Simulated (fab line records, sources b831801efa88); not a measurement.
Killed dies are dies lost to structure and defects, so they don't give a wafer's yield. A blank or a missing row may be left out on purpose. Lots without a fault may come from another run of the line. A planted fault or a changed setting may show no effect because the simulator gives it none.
fab line records | flow sky130
record lots=6 wafers=18 last_day=49
route steps=708 shown LDD_HVP@279 LDD_LDN@289 PAD_OPEN@708
lots that met no fault: from a run of the same line without faults
start_h: hours from the record's first day to the start of the lot's first wafer shown | wait_h: hours since the lot's step before | " the same as in the row above | L1.1+2: a row that stands for several wafers | - no value, or no start given | * or withheld: withheld | < > ~ a bound
route shown NAME@n: a module of which the file shows steps, and the number in the route of the first | usual: mean/standard deviation of fault-free wafers | same: alike in all rows | chamber/n: place in a boat | sites: the reading at each site | _std_site: their standard deviation | _edge_site: outer sites' mean less inner sites' | radius_mm: how far each site lies from the wafer's centre | mask NAME#n: copy n | behind: the tool/chamber that last shaped the wafer | hold: why the lot was held/for how many hours/how that ended | device: the transistor (n, p or np) that didn't switch | end of line: the same wafers' tests at the end of the route | a step without rows: its recipe alone | killed: dies lost to structure and defects at the first sort, not the wafer's yield | map: a wafer's dies, x killed, . not, _ none there
set.NAME: the setting as run; set.NAME@STEP: as run at that earlier step | model.NAME: the simulator's own value behind a step, which no gauge read
lots at some steps of the route; a table a step, a row a wafer
services: from which hour (start_h, from the record's first day; less than 0 if before it) a tool's chamber was out of use, for how many hours, and why
## steps
# step SKY_LDD_HVP_HMDS_01
# recipe prime_time_s=60 prime_temp_c=120
# step SKY_LDD_HVP_COAT_02
# recipe resist=NOVOLAK spin_rpm=3000 resist_thk_nm=300
# step SKY_LDD_HVP_SOFTBAKE_03
# recipe temp_c=90 time_s=60 resist=NOVOLAK
# step SKY_LDD_HVP_EXPOSE_04
# recipe mask_id=HVPTM na=0.6 source_shape=conventional sigma_outer=0.6 polarization=unpolarized target_cd_nm=700 dose_mj=86
# step SKY_LDD_HVP_PEB_05
# recipe temp_c=withheld time_s=* resist=NOVOLAK
# step SKY_LDD_HVP_DEVELOP_06
# recipe resist=NOVOLAK developer=TMAH develop_time_s=61.2 dev_temp_c=23
# step SKY_LDD_HVP_OVL_MEAS_07
# usual LDD_HVP_OVL=-1.4/1.4
# columns lot.wafer tool chamber start_h wait_h LDD_HVP_OVL[nm]
L143.1 overlay-02 - 491.37 0.1 0.0
L143.4 " - " " -0.9
L143.5 " - " " -0.5
L154.1 overlay-01 - 613.20 0.1 -3.1
L154.2 " - " " -2.4
L154.4 " - " " -1.5
L155.4 overlay-02 - 613.23 0.1 0.0
L155.5 " - " " 1.7
L155.6 " - " " 1.5
L152.2 overlay-01 - 613.81 0.1 -0.3
L152.4 " - " " -1.7
L152.6 " - " " -2.6
L159.1 overlay-02 - 633.26 0.1 -3.6
L159.3 " - " " -2.2
L159.5 " - " " -2.0
L163.1 overlay-01 - 656.11 0.1 -1.4
L163.3 " - " " -2.6
L163.6 " - " " -2.6
# step SKY_LDD_HVP_IMPLANT_08
# recipe species=B energy_kev=20 dose_cm2=1.7e+13 tilt_deg=17.9
# step SKY_LDD_HVP_STRIP_09
# recipe chemistry=O2/N2 power_w=1400 pressure_mtorr=1500 platen_temp_c=withheld o2_flow_sccm=3000 n2_flow_sccm=300 overash_fraction=0.5
# usual drypump_motor_current_A=5.5/0.41 oes_product_au=0.409/0.0048 strip_time_to_endpoint_s=4.135/0.014
# columns lot.wafer tool chamber start_h wait_h drypump_motor_current_A oes_product_au rf_hours_counter_h strip_time_to_endpoint_s
L143.1 plasma_asher-02 1 491.55 0.1 5.0 0.399 7 4.144
L143.4 " 0 " " 5.5 0.409 - 4.147
L143.5 " 0 " " 5.5 0.408 - 4.140
L154.1 plasma_asher-04 1 613.39 0.1 6.2 0.406 83 4.144
L154.2 " 0 " " 5.9 0.412 83 4.168
L154.4 " 1 " " 6.2 0.411 - 4.135
L155.4 plasma_asher-03 1 613.43 0.1 5.2 0.408 - 4.136
L155.5 " 1 " " 5.3 0.416 - 4.144
L155.6 " 0 " " 5.5 0.410 - 4.128
L152.2 plasma_asher-04 0 613.99 0.1 5.8 0.402 84 4.134
L152.4 " 0 " " 5.8 0.414 - 4.118
L152.6 " 0 " " 5.8 0.401 - 4.133
L159.1 plasma_asher-02 0 633.45 0.1 5.5 0.408 22 4.150
L159.3 " 1 " " 4.9 0.406 - 4.108
L159.5 " 1 " " 4.9 0.407 - 4.128
L163.1 plasma_asher-04 0 656.30 0.1 5.9 0.411 88 4.136
L163.3 " 0 " " 5.9 0.409 - 4.115
L163.6 " 0 " " 5.9 0.411 - 4.118
# step SKY_LDD_HVP_TW_MEAS_10
# usual LDD_HVP_TW=456/3.4
# columns lot.wafer tool chamber start_h wait_h LDD_HVP_TW
L143.1 film_metro-04 - 491.65 0.1 452
L143.4 " - " " 452
L143.5 " - " " 453
L154.1 film_metro-03 - 613.49 0.1 454
L154.2 " - " " 451
L154.4 " - " " 451
L155.4 film_metro-04 - 613.53 0.1 455
L155.5 " - " " 456
L155.6 " - " " 455
L152.2 film_metro-04 - 614.10 0.1 455
L152.4 " - " " 455
L152.6 " - " " 454
L159.1 film_metro-02 - 633.55 0.1 457
L159.3 " - " " 456
L159.5 " - " " 457
L163.1 film_metro-04 - 656.40 0.1 452
L163.3 " - " " 452
L163.6 " - " " 452
# step SKY_LDD_LDN_DEHYDRATE_00
# recipe temp_c=200 time_s=60
# step SKY_LDD_LDN_HMDS_01
# recipe prime_time_s=60 prime_temp_c=120
# step SKY_LDD_LDN_COAT_02
# recipe resist=NOVOLAK spin_rpm=3000 resist_thk_nm=1140
# columns lot.wafer tool chamber start_h wait_h model.NOVOLAK_of_LDD_LDN_COAT_02.thk_nm
L143.1 litho_track-03 0 506.97 0.1 1138
L143.4 " 0 " " 1137
L143.5 " 0 " " 1141
L154.1 litho_track-02 0 627.29 0.1 1140
L154.2+4 " 0 " " 1141
L155.4 litho_track-03 0 627.59 0.1 620.4
L155.5 " 0 " " 621.7
L155.6 " 0 " " 620.3
L152.2 litho_track-03 0 628.14 0.1 618.7
L152.4 " 0 " " 620.4
L152.6 " 0 " " 619.6
L159.1 litho_track-02 0 647.64 0.1 1137
L159.3 " 0 " " 1138
L159.5 " 0 " " 1136
L163.1+6 litho_track-02 0 671.14 0.1 1144
L163.3 " 0 " " 1142
# step SKY_LDD_LDN_SOFTBAKE_03
# recipe temp_c=90 time_s=60 resist=NOVOLAK
# step SKY_LDD_LDN_EXPOSE_04
# recipe mask_id=LDNTM na=0.6 source_shape=conventional sigma_outer=0.6 polarization=unpolarized target_cd_nm=700 dose_mj=140
# step SKY_LDD_LDN_PEB_05
# recipe temp_c=withheld time_s=* resist=NOVOLAK
# step SKY_LDD_LDN_DEVELOP_06
# recipe resist=NOVOLAK developer=TMAH develop_time_s=60 dev_temp_c=23
# columns lot.wafer tool chamber start_h wait_h model.NOVOLAK_of_LDD_LDN_COAT_02.thk_nm
L143.1 litho_track-02 0 521.99 0.1 1138
L143.4 " 0 " " 1137
L143.5 " 0 " " 1140
L154.1 litho_track-03 0 642.37 0.1 1140
L154.2+4 " 0 " " 1141
L155.4 litho_track-02 0 642.61 0.1 620
L155.5 " 0 " " 621.3
L155.6 " 0 " " 619.9
L152.2 litho_track-03 0 642.99 0.1 618.3
L152.4 " 0 " " 620
L152.6 " 0 " " 619.2
L159.1+3 litho_track-03 0 662.12 0.1 1137
L159.5 " 0 " " 1136
L163.1 litho_track-03 0 684.52 0.1 1143
L163.3 " 0 " " 1141
L163.6 " 0 " " 1144
# step SKY_LDD_LDN_OVL_MEAS_07
# usual LDD_LDN_OVL=0.2/1.5
# columns lot.wafer tool chamber start_h wait_h LDD_LDN_OVL[nm]
L143.1 overlay-02 - 522.14 0.1 0.1
L143.4 " - " " 2.0
L143.5 " - " " 1.0
L154.1 overlay-01 - 642.52 0.1 -0.8
L154.2 " - " " 0.1
L154.4 " - " " -1.7
L155.4 overlay-01 - 642.70 0.1 0.5
L155.5 " - " " -0.9
L155.6 " - " " -0.2
L152.2 overlay-01 - 643.12 0.1 -0.7
L152.4 " - " " 0.2
L152.6 " - " " -0.7
L159.1 overlay-01 - 662.27 0.1 2.3
L159.3 " - " " -0.9
L159.5 " - " " 1.6
L163.1 overlay-02 - 684.67 0.1 0.3
L163.3 " - " " 2.1
L163.6 " - " " 2.0
# step SKY_LDD_LDN_IMPLANT_08
# recipe species=As energy_kev=15 dose_cm2=1.25e+13 tilt_deg=withheld rotation_deg=23
# step SKY_LDD_LDN_IMPLANT_09
# recipe species=As energy_kev=15 dose_cm2=1.25e+13 tilt_deg=withheld rotation_deg=113
# step SKY_LDD_LDN_IMPLANT_10
# recipe species=As energy_kev=15 dose_cm2=1.237e+13 tilt_deg=withheld rotation_deg=203
# step SKY_LDD_LDN_IMPLANT_11
# recipe species=As energy_kev=15 dose_cm2=1.25e+13 tilt_deg=withheld rotation_deg=293
# step SKY_LDD_LDN_STRIP_12
# recipe chemistry=O2/N2 power_w=1400 pressure_mtorr=1500 platen_temp_c=withheld o2_flow_sccm=3000 n2_flow_sccm=300 overash_fraction=0.5
# usual drypump_motor_current_A=5.27/0.26 oes_product_au=0.716/0.0039 strip_time_to_endpoint_s=14.18/0.038
# columns lot.wafer tool chamber start_h wait_h drypump_motor_current_A oes_product_au rf_hours_counter_h strip_time_to_endpoint_s
L143.1 plasma_asher-02 1 524.55 0.1 4.93 0.716 11 14.17
L143.4 " 1 " " 4.92 0.716 - 14.15
L143.5 " 1 " " 4.92 0.722 - 14.17
L154.1 plasma_asher-02 0 643.15 0.1 5.51 0.718 23 14.17
L154.2 " 1 " " 4.97 0.717 23 14.18
L154.4 " 0 " " 5.50 0.722 - 14.19
L155.4 plasma_asher-01 0 643.36 0.1 5.52 0.576 - 8.13
L155.5 " 1 " " 5.00 0.574 - 8.18
L155.6 " 0 " " 5.52 0.576 - 8.14
L152.2 plasma_asher-01 1 643.75 0.1 4.97 0.576 52 8.13
L152.4 " 0 " " 5.49 0.573 - 8.15
L152.6 " 0 " " 5.54 0.578 - 8.13
L159.1 plasma_asher-03 0 662.90 0.1 5.52 0.715 88 14.14
L159.3 " 0 " " 5.53 0.714 - 14.14
L159.5 " 1 " " 5.28 0.709 - 14.13
L163.1 plasma_asher-02 1 685.30 0.1 4.95 0.710 28 14.24
L163.3 " 1 " " 4.95 0.719 - 14.20
L163.6 " 1 " " 4.94 0.711 - 14.21
# step SKY_LDD_LDN_TW_MEAS_13
# usual LDD_LDN_TW=1479/9.2
# columns lot.wafer tool chamber start_h wait_h LDD_LDN_TW
L143.1 film_metro-02 - 524.65 0.1 1486
L143.4 " - " " 1480
L143.5 " - " " 1490
L154.1 film_metro-02 - 643.25 0.1 1483
L154.2 " - " " 1495
L154.4 " - " " 1480
L155.4 film_metro-01 - 643.45 0.1 1471
L155.5 " - " " 1480
L155.6 " - " " 1473
L152.2 film_metro-03 - 643.86 0.1 1471
L152.4 " - " " 1468
L152.6 " - " " 1477
L159.1 film_metro-03 - 663.00 0.1 1480
L159.3 " - " " 1477
L159.5 " - " " 1484
L163.1 film_metro-01 - 685.40 0.1 1466
L163.3 " - " " 1468
L163.6 " - " " 1467
# step SKY_PAD_OPEN_PROBE_99
# usual killed_at_M0_to_M3=43/7.3 killed_at_M4_up=3.5/2.2 killed_at_contacts=24/5.3 killed_at_front_end=15/4.2 killed_at_other=0.3/0.67 killed_dies=86/9.8 killed_open=47/7.2 killed_short=39/6.5
# same gross_dies=492 killed_at_back_side=0
# columns lot.wafer tool chamber start_h wait_h killed_at_M0_to_M3 killed_at_M4_up killed_at_contacts killed_at_front_end killed_at_other killed_dies killed_open killed_short
L143.1 prober-01 - 1072.60 0.1 41 5 28 10 0 84 50 34
L143.4 prober-01 - 1072.75 0.2 29 5 28 12 0 74 43 31
L143.5 prober-01 - 1072.80 0.2 39 7 25 20 0 91 46 45
L154.1 prober-02 - 1157.11 0.1 35 2 43 23 0 103 53 48
L154.2 prober-02 - 1157.16 0.1 44 2 16 12 0 74 38 36
L154.4 prober-02 - 1157.26 0.2 41 4 27 21 0 93 49 44
L152.2 prober-01 - 1158.66 0.1 39 7 26 12 0 84 51 32
L152.4 prober-01 - 1158.76 0.2 50 2 22 10 0 84 38 44
L152.6 prober-01 - 1158.86 0.2 45 2 25 16 0 88 37 46
L155.4 prober-02 - 1160.26 0.2 36 1 22 14 1 74 44 27
L155.5 prober-02 - 1160.31 0.2 42 4 32 14 1 93 41 51
L155.6 prober-02 - 1160.36 0.2 56 4 23 12 1 96 46 48
# killed by level:class
L143.1 CONTACT:geometric_particle:open=13 VIA1:geometric_particle:open=10 VIA2:geometric_particle:open=9 LI_CONTACT:geometric_particle:short=6 VIA3:geometric_particle:open=6 METAL2:geometric_particle:short=6 FIELD_ISO:geometric_particle:open=4 CONTACT:geometric_particle:short=4
L143.4 LI_CONTACT:geometric_particle:open=11 CONTACT:geometric_particle:open=10 VIA1:geometric_particle:open=7 METAL1:geometric_particle:short=5 FIELD_ISO:geometric_particle:short=4 LOCAL_INTERCONNECT:geometric_particle:short=4 METAL2:geometric_particle:short=4 VIA1:geometric_particle:short=3
L143.5 VIA1:geometric_particle:open=14 CONTACT:geometric_particle:open=12 METAL2:geometric_particle:short=6 METAL4:geometric_particle:short=6 FIELD_ISO:geometric_particle:short=5 METAL1:geometric_particle:short=5 LI_CONTACT:geometric_particle:short=4 LOCAL_INTERCONNECT:geometric_particle:short=4
L154.1 CONTACT:geometric_particle:open=15 FIELD_ISO:geometric_particle:open=9 LI_CONTACT:geometric_particle:open=9 CONTACT:geometric_particle:short=9 VIA3:geometric_particle:open=7 FIELD_ISO:geometric_particle:short=5 LI_CONTACT:geometric_particle:short=5 LOCAL_INTERCONNECT:geometric_particle:short=5
L154.2 VIA1:geometric_particle:open=13 CONTACT:geometric_particle:open=6 METAL2:geometric_particle:short=6 VIA3:geometric_particle:open=6 METAL1:geometric_particle:short=5 FIELD_ISO:geometric_particle:short=4 VIA2:geometric_particle:open=4 POLY_GATE:geometric_particle:short=3
L154.4 VIA2:geometric_particle:open=8 CONTACT:geometric_particle:short=8 CONTACT:geometric_particle:open=8 METAL1:geometric_particle:short=8 VIA3:geometric_particle:open=8 POLY_GATE:geometric_particle:open=6 FIELD_ISO:geometric_particle:open=5 LI_CONTACT:geometric_particle:open=5
L152.2 LI_CONTACT:geometric_particle:open=11 CONTACT:geometric_particle:open=8 METAL1:geometric_particle:short=8 VIA1:geometric_particle:open=6 VIA3:geometric_particle:open=5 METAL1:geometric_particle:open=4 POLY_GATE:geometric_particle:open=3 LI_CONTACT:geometric_particle:short=3
L152.4 VIA1:geometric_particle:open=10 METAL2:geometric_particle:short=9 METAL1:geometric_particle:short=7 VIA3:geometric_particle:open=7 LI_CONTACT:geometric_particle:short=6 LOCAL_INTERCONNECT:geometric_particle:short=6 VIA1:geometric_particle:short=5 VIA2:geometric_particle:open=5
L152.6 VIA1:geometric_particle:open=11 METAL1:geometric_particle:short=9 LOCAL_INTERCONNECT:geometric_particle:short=7 LI_CONTACT:geometric_particle:short=5 CONTACT:geometric_particle:open=5 VIA1:geometric_particle:short=5 METAL2:geometric_particle:short=5 LDD_LDN:area_expose=5
L155.4 VIA1:geometric_particle:open=10 LI_CONTACT:geometric_particle:open=8 METAL2:geometric_particle:short=6 VIA3:geometric_particle:open=6 FIELD_ISO:geometric_particle:open=4 CONTACT:geometric_particle:open=4 POLY_GATE:geometric_particle:short=3 LI_CONTACT:geometric_particle:short=3
L155.5 LI_CONTACT:geometric_particle:open=10 VIA1:geometric_particle:short=9 VIA1:geometric_particle:open=9 FIELD_ISO:geometric_particle:short=7 CONTACT:geometric_particle:open=7 LOCAL_INTERCONNECT:geometric_particle:short=6 VIA2:geometric_particle:open=6 LI_CONTACT:geometric_particle:short=5
L155.6 VIA2:geometric_particle:open=12 METAL1:geometric_particle:short=9 VIA1:geometric_particle:open=9 LI_CONTACT:geometric_particle:open=6 METAL2:geometric_particle:short=6 CONTACT:geometric_particle:short=6 CONTACT:geometric_particle:open=6 VIA1:geometric_particle:short=5
## services
# columns tool chamber start_h hours kind
plasma_asher-03 - 472.60 0.9 repair
plasma_asher-03 - 476.25 3.1 repair
plasma_asher-02 - 481.33 0.7 repair
plasma_asher-03 - 486.35 1.4 repair
plasma_asher-02 - 532.27 2.8 pm
plasma_asher-03 - 549.62 2.8 pm
plasma_asher-01 - 550.72 28.1 pm
plasma_asher-01 - 592.95 2.8 pm
## key
first_sign step=SKY_LDD_LDN_STRIP_12 reading=strip_time_to_endpoint_s direction=down sigmas=99+ usual=* struck=*
effect step=SKY_LDD_LDN_STRIP_12 reading=oes_product_au direction=down sigmas=36 usual=0.716 struck=0.575
model_effect step=SKY_LDD_LDN_COAT_02 value=NOVOLAK_of_LDD_LDN_COAT_02.thk_nm without=1139 struck=620.2
model_effect step=SKY_LDD_LDN_DEVELOP_06 value=NOVOLAK_of_LDD_LDN_COAT_02.thk_nm without=1138 struck=619.8
met_at SKY_LDD_LDN_COAT_02
struck_wafers L152.2,L152.4,L152.6,L155.4,L155.5,L155.6
tester_left_out L152,L155
onset_between 506.97 627.59
also_fits SKY_LDD_LDN_STRIP_12:plasma_asher-01
fault kind=process_parameter_drift tool=litho_track-03 chamber=- onset_h=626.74 steps=SKY_LDD_LDN_COAT_02 channel=resist_thk_nm offset=-519.07 shape=step end_h=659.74 acts_in=these_recipes_only stated=1140
# tester_left_out: of these lots the tester's yield and bins aren't shown, on N5 and GAA mostly nor the transistor test; their killed dies are dies lost to structure and defects alone, not to doping, threshold or leakage, so they don't give the yield
